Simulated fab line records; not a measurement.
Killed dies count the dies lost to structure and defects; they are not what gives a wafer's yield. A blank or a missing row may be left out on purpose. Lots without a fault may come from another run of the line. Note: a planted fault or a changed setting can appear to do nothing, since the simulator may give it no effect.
Struck lot and sound lot, side by side :: flow sky130 :: 22 steps out of a route of 708
Sound: the wafers L933.1, L933.2, L933.4. Struck: wafer L929.6. (L929.3, L929.4 of the same lot were not struck and are left out.) The cause comes at the end.
For every step that has rows: the tool of each side, followed by ch and its chambers, followed by its first start. Under that, the readings that differ: sound wafers :: struck wafers :: difference of the means :: sigmas: that difference in standard deviations of wafers without a fault.
alike: a reading whose means differ by less than 2 such deviations, as well as words and numbers matching on both sides. not compared: withheld readings; readings where some wafer has no value; bounds like >300 that might hide an equal value; numbers whose values overlap and for which the record gives no deviation.
A row with sigmas, a row that says differs or no value, or rows on one side alone: a step with any of these is where the two part. Numbers that don't overlap but have no deviation are shown without sigmas and don't part them. A reading missing from all wafers of one side parts the sides only when that side holds two or more wafers.

first, 8 steps without rows for these wafers: SKY_DNWELL_DEHYDRATE_00 (time 60 s); SKY_DNWELL_HMDS_01 (prime time 60 s); SKY_DNWELL_COAT_02 (resist thk 3000 nm); SKY_DNWELL_SOFTBAKE_03; SKY_DNWELL_EXPOSE_04 (exposes mask DNM, target cd 3000 nm); SKY_DNWELL_PEB_05; SKY_DNWELL_DEVELOP_06 (develop time 60 s); SKY_DNWELL_IMPLANT_07.
SKY_DNWELL_STRIP_08: strips in O2/N2.
  sound on plasma asher-03 ch 0,1, day 8 01:26; struck on plasma asher-03 ch 0, day 6 21:04
  alike: drypump motor current A, oes product au, strip time to endpoint s
  not compared: rf hours counter h
SKY_DNWELL_TW_MEAS_09:
  sound on film metro-01, day 8 01:32; struck on film metro-02, day 6 21:10
  alike: DNWELL_TW
then, 2 steps without rows for these wafers: SKY_PWDE_DEHYDRATE_00 (time 60 s); SKY_PWDE_HMDS_01 (prime time 60 s).
SKY_PWDE_COAT_02: resist thk 3000 nm.
  sound on litho track-01 ch 0, day 8 11:28; struck on litho track-04 ch 0, day 7 05:49
reading: model.coat_of_PWDE_COAT_02.thk nm (nm)
sound: 2989 2995 3006
struck: 1081
difference: -1916
sigmas: 
then, 3 steps without rows for these wafers: SKY_PWDE_SOFTBAKE_03; SKY_PWDE_EXPOSE_04 (exposes mask PWDEM, target cd 840 nm); SKY_PWDE_PEB_05.
SKY_PWDE_DEVELOP_06: develop time 60 s.
  sound on litho track-03 ch 0; struck on litho track-01 ch 0
reading: developer temp C (C)
sound: 22.75 22.78 22.79
struck: 23.05
difference: +0.28
sigmas: +2

reading: model.coat_of_PWDE_COAT_02.thk nm (nm)
sound: 2985 2991 3001
struck: 1077
difference: -1915
sigmas: 
SKY_PWDE_OVL_MEAS_07:
  sound on overlay-02, day 8 22:02; struck on overlay-01, day 7 15:58
reading: PWDE_OVL (nm)
sound: -2.5 -1.7 -0.7
struck: 1.2
difference: +2.8
sigmas: +2
after that, 1 step had no rows for these wafers: SKY_PWDE_IMPLANT_08.
SKY_PWDE_STRIP_09: strips in O2/N2.
  sound on plasma asher-04 ch 0,1, day 8 22:13; struck on plasma asher-02 ch 1, day 7 16:11
reading: strip time to endpoint s (s)
sound: 36.77 36.87 36.97
struck: 14.42
difference: -22.45
sigmas: -99 or more
  alike: drypump motor current A, oes product au
  not compared: rf hours counter h
SKY_PWDE_TW_MEAS_10:
  sound on film metro-03, day 8 22:19; struck on film metro-01, day 7 16:16
reading: PWDE_TW
sound: 364 367 364
struck: 376
difference: +11
sigmas: +3
-- the record jumps here: 42 days lie between the struck wafers' starts before and after (it left off in module PWDE and takes up again in module PAD_OPEN, whose first step shown is number 708 of the route) --
SKY_PAD_OPEN_PROBE_99:
  sound on prober-02, day 50 13:21; struck on prober-01, day 49 13:47
reading: killed at front end
sound: 10 16 19
struck: 363
difference: +348
sigmas: +68

reading: killed dies
sound: 87 89 76
struck: 443
difference: +359
sigmas: +36

reading: killed on rim
sound: 15 19 17
struck: 69
difference: +52
sigmas: +12
  alike: killed_at_M0_to_M3, killed_at_M4_up, killed at contacts, killed at other, killed open, killed short

WHERE THEY PART
Last at SKY_PAD_OPEN_PROBE_99 as far as this record goes, first at SKY_PWDE_DEVELOP_06.

WHY: whatever the simulator had introduced
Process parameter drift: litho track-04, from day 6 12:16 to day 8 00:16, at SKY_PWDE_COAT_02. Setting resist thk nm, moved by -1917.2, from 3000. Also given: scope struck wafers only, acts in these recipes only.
